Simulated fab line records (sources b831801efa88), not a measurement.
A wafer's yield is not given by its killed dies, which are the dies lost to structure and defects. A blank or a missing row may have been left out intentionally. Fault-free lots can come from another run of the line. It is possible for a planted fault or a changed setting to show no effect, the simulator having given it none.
A lot that was struck, set against a sound lot | flow sky130 | 16 steps out of a route of 708
Sound: these wafers, L185.1, L185.4, L185.5. Struck: wafer L193.4. (L193.3, L193.6 of the same lot were not struck and are left out.) The cause comes at the end.
For every step that has rows: the tool of each side, followed by ch and its chambers, followed by its first start. Under that, the readings that differ: sound wafers | struck wafers | difference of the means | sigmas: that difference in standard deviations of wafers without a fault.
alike: words and numbers the same on both sides, and readings whose means are apart by under 2 such deviations; not compared: readings that were withheld, readings missing a value for some wafer, numbers with overlapping values and no deviation given by the record, and bounds like >300 which may hide the same value.
A row with sigmas, a row that says differs or no value, or rows on one side alone: a step with any of these is where the two part. Numbers that have no deviation but don't overlap get no sigmas and don't part them. A reading that every wafer of one side lacks parts them only if that side has two wafers or more.

SKY_VIA1_BOW_MEAS_03:
  sound: filmMetro-04 at day 35 14:37; struck: filmMetro-03 at day 38 04:23
  alike: VIA1_BOW
then, 8 steps without rows for these wafers: SKY_VIA1_DEHYDRATE_04 (time 60 s); SKY_VIA1_HMDS_05 (prime time 60 s); SKY_VIA1_COAT_06 (resist thk 60 nm); SKY_VIA1_COAT_07 (resist thk 450 nm); SKY_VIA1_SOFTBAKE_08 (time 90 s); SKY_VIA1_EXPOSE_09 (exposes mask VIM, target cd 150 nm); SKY_VIA1_PEB_10; SKY_VIA1_DEVELOP_11 (develop time 60 s).
SKY_VIA1_CD_MEAS_12: the cd target is 150 nm.
  sound: cdSem-02 at day 36 17:05; struck: cdSem-02 at day 39 06:04
  alike: cdNm
SKY_VIA1_OVL_MEAS_13:
  sound: overlay-01 at day 36 17:13; struck: overlay-01 at day 39 06:10
  alike: VIA1_OVL
SKY_VIA1_ETCH_14: etches BARC in N2/H2, stops on SiO2, time 45.9 s, target depth 60 nm.
  sound on rieDiel-02 ch 0,3, day 36 17:14; struck on rieDiel-02 ch 3, day 39 06:11
  alike: chamberPressureMTorr, drypumpMotorCurrentA, oesProductAu, rfFwdPowerW, runLengthS, throttleValvePct
  not compared: rfHoursCounterH
SKY_VIA1_ETCH_15: etches SiO2 in C4F8/O2/Ar, stops on TiN, target depth 351 nm, time 54 s.
  sound on rieDiel-02 ch 0,3, day 36 17:17; struck on rieDiel-02 ch 3, day 39 06:14
reading                                    | sound           | struck | difference | sigmas
runLengthS (s)                             | 82.2 82.3 82.2  | 73.0   | -9.2       | -20
model.VIA1.featureDepthNm (nm)             | 345 345.8 345.1 | 286.4  | -58.9      | 
model.etch.depthNm (nm)                    | 345 345.8 345.1 | 286.4  | -58.9      | 
model.KrF-thick_of_VIA1_COAT_07.thkNm (nm) | 322 319.8 319.8 | 334.4  | +13.9      | 
  alike: chamberPressureMTorr, oesProductAu
  not compared: rfFwdPowerW, rfHoursCounterH
SKY_VIA1_STRIP_16: strips in O2/N2.
  sound on plasmaAsher-02 ch 0, day 36 17:20; struck on plasmaAsher-03 ch 1, day 39 06:19
reading                  | sound             | struck | difference | sigmas
stripTimeToEndpointS (s) | 4.432 4.441 4.431 | 4.585  | +0.150     | +8
  alike: chamberPressureMTorr, drypumpMotorCurrentA, oesProductAu
  not compared: rfHoursCounterH
then, 1 step without rows for these wafers: SKY_VIA1_STRIP_17 (strips in post etch residue remover, time 1200 s).
-- the record jumps here: 10 days lie between the struck wafers' starts before and after (it left off in module VIA1 and takes up again in module PAD_OPEN, whose first step shown is number 708 of the route) --
SKY_PAD_OPEN_PROBE_99:
  sound: prober-01 at day 47 21:23; struck: prober-01 at day 49 17:52
reading                               | sound             | struck | difference | sigmas
model.etest.tester.sortNPass          | 420 411 410       | 0      | -414       | 
model.etest.tester.sort_bin_5_pct (%) | 10.37 9.553 9.553 | 92.89  | +83.06     | 
model.etest.tester.sortYieldPct (%)   | 85.37 83.54 83.33 | 0      | -84        | 
model.etest.liconToGate.open          | 0 0 0             | 1      | +1         | 
model.etest.res_p_drift_20v.open      | 0 0 0             | 1      | +1         | 
model.etest.resPoly.open              | 0 0 0             | 1      | +1         | 
model.etest.pfet_16v.underFloor       | 0 0 0             | 1      | +1         | 
model.etest.fieldP.underFloor         | 0 0 0             | 1      | +1         | 
  alike: defectLimitedYield, killed_at_M0_to_M3, killed_at_M4_up, killedAtContacts, killedAtFrontEnd, killedAtOther, killedDies, killedOpen, killedShort

WHERE THEY PART
First at SKY_VIA1_ETCH_15; last, within this record, at SKY_VIA1_STRIP_16. Later steps at which nothing parts them and some readings are alike: SKY_PAD_OPEN_PROBE_99.

WHY: whatever the simulator had introduced
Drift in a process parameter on rieDiel-02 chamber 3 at SKY_VIA1_ETCH_15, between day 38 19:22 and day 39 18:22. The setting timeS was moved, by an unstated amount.
